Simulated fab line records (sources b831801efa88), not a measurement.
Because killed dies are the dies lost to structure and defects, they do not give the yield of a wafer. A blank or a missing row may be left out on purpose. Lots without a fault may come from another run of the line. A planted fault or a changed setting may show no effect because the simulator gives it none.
Matching of chambers + flow sfq_line + SFQ_TRILAYER_A5C_DEP_PECVD_142 on pecvd-02 has 3 sister chambers
The step deposits SiO2 from SiH4/N2O, time 15.556 s, target thk 70 nm. 3 wafers are shown with their chamber, then 7 later ones without.

WAFERS WITH THEIR CHAMBER
| wafer  | chamber | throttle_valve_pct (%) |
|--------|---------|------------------------|
| L828.6 | 0       | 24.4                   |
| L832.2 | 2       | 25.5                   |
| L832.3 | 1       | 25.8                   |

WAFERS WITH NO CHAMBER GIVEN
| wafer  | throttle_valve_pct (%) |
|--------|------------------------|
| L832.6 | 24.5                   |
| L843.2 | 25.1                   |
| L843.3 | 26.5                   |
| L843.5 | 25.1                   |
| L846.1 | 26.6                   |
| L846.3 | 26.4                   |
| L846.5 | 25.1                   |

EACH ONE'S CHAMBER
| wafer  | from the rows above          | in truth |
|--------|------------------------------|----------|
| L832.6 | can't be placed: 0 or 2      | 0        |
| L843.2 | can't be placed: 2 or 1 or 0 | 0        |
| L843.3 | can't be placed: 1 or 2      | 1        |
| L843.5 | can't be placed: 2 or 1 or 0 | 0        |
| L846.1 | can't be placed: 1 or 2      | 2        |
| L846.3 | can't be placed: 1 or 2      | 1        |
| L846.5 | can't be placed: 2 or 1 or 0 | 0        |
0 of 7 placed correctly. Not placeable from these rows: 7 (in 7, the candidates include the true chamber). Placed wrongly: 0.
How it was worked out, from the rows above alone: a wafer's distance from a chamber is the root of the sum, over the readings, of the square of ((its reading less the chamber's mean) divided by the reading's scatter). If the next closest chamber is less than 2 further off than the closest, the wafer can't be placed; otherwise it belongs to the closest. A chamber's mean is the mean of its shown wafers. The scatter: with one shown wafer a chamber, the root of the mean of the squares of how far each hidden wafer lies from its nearest shown one.
